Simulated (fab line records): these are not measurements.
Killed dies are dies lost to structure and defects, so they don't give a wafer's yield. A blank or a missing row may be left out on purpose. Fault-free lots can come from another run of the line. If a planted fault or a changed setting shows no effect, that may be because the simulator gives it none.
Comparing a struck lot with a sound one || flow gf180mcu || 14 out of 602 route steps
Sound: wafers L527.1, L527.2, L527.5. The struck wafers were L542.1, L542.3, L542.4. At the end, the cause is stated.
Per side, at each step with rows, come the tool, then ch with its chambers, and then its first start. Under that, the readings that differ: sound wafers || struck wafers || difference of the means || sigmas: that difference in standard deviations of wafers without a fault.
alike: readings whose means differ by less than 2 such deviations, and words and numbers that are the same on both sides. not compared: withheld readings, readings that some wafer has no value for, bounds like >300 that may hide the same value, and numbers for which the record gives no deviation and whose values overlap.
A row with sigmas, a row that says differs or no value, or rows on one side alone: a step with any of these is where the two part. Non-overlapping numbers with no deviation appear without sigmas and do not part them. A reading that every wafer of one side lacks parts them only if that side has two wafers or more.

GF_M2_SPUTTER_01: material TiN, target thk 30 nm, time 25 s.
  struck on pvdSputter-03, day 24 05:59; sound on pvdSputter-04, day 18 02:48
  alike: throttleValvePct
GF_M2_SPUTTER_02: material AlCu, target thk 450 nm, time 23.9 s.
  struck on pvdSputter-03, day 24 06:01; sound on pvdSputter-04, day 18 02:50
  alike: throttleValvePct
GF_M2_SPUTTER_03: material Ti, target thk 10 nm, time 6.7 s.
  struck on pvdSputter-03, day 24 06:02; sound on pvdSputter-04, day 18 02:52
  alike: throttleValvePct
GF_M2_SPUTTER_04: material TiN, target thk 50 nm, time 41.7 s.
  struck on pvdSputter-03, day 24 06:04; sound on pvdSputter-04, day 18 02:53
  alike: throttleValvePct
GF_M2_RS_MEAS_05: a four-point-probe measurement.
  struck on filmMetro-03, day 24 06:06; sound on filmMetro-03, day 18 02:55
  alike: M2_ALCU_RS
GF_M2_THK_MEAS_06: measures by xrf.
  struck on filmMetro-03, day 24 06:13; sound on filmMetro-03, day 18 03:02
  alike: M2_ALCU_THK
then, 6 steps without rows for these wafers: GF_M2_DEHYDRATE_07 (time 60 s); GF_M2_HMDS_08 (prime time 60 s); GF_M2_COAT_09 (resist thk 1000 nm); GF_M2_SOFTBAKE_10 (time 60 s); GF_M2_EXPOSE_11 (exposes mask Metal2, target cd 280 nm); GF_M2_PEB_12 (peb time 90 s).
GF_M2_DEVELOP_13: develop time 60 s.
  sound on lithoTrack-01 ch 0, day 19 02:18; struck on lithoTrack-03, day 25 04:04
  no value came back on the struck wafers for chillPlateTempC (C), developTimeS (s), developerTempC (C); on the sound wafers chillPlateTempC (C) reads 23.03 23.20 22.97
{"reading": "model.KrF_of_M2_COAT_09.thkNm (nm)", "sound": "985 985.4 989.4", "struck": "1003 1002 1001", "difference": "+15", "sigmas": ""}
GF_M2_CD_MEAS_14: the cd target is 280 nm.
  struck on cdSem-01, day 25 04:13; sound on cdSem-02, day 19 02:27
{"reading": "cdNm (nm)", "sound": "278.9 279.8 280.1", "struck": "- - -", "difference": "no value on the struck wafers", "sigmas": ""}

WHERE THEY PART
Last at GF_M2_CD_MEAS_14 as far as this record goes, first at GF_M2_DEVELOP_13.

WHY: what the simulator had put in
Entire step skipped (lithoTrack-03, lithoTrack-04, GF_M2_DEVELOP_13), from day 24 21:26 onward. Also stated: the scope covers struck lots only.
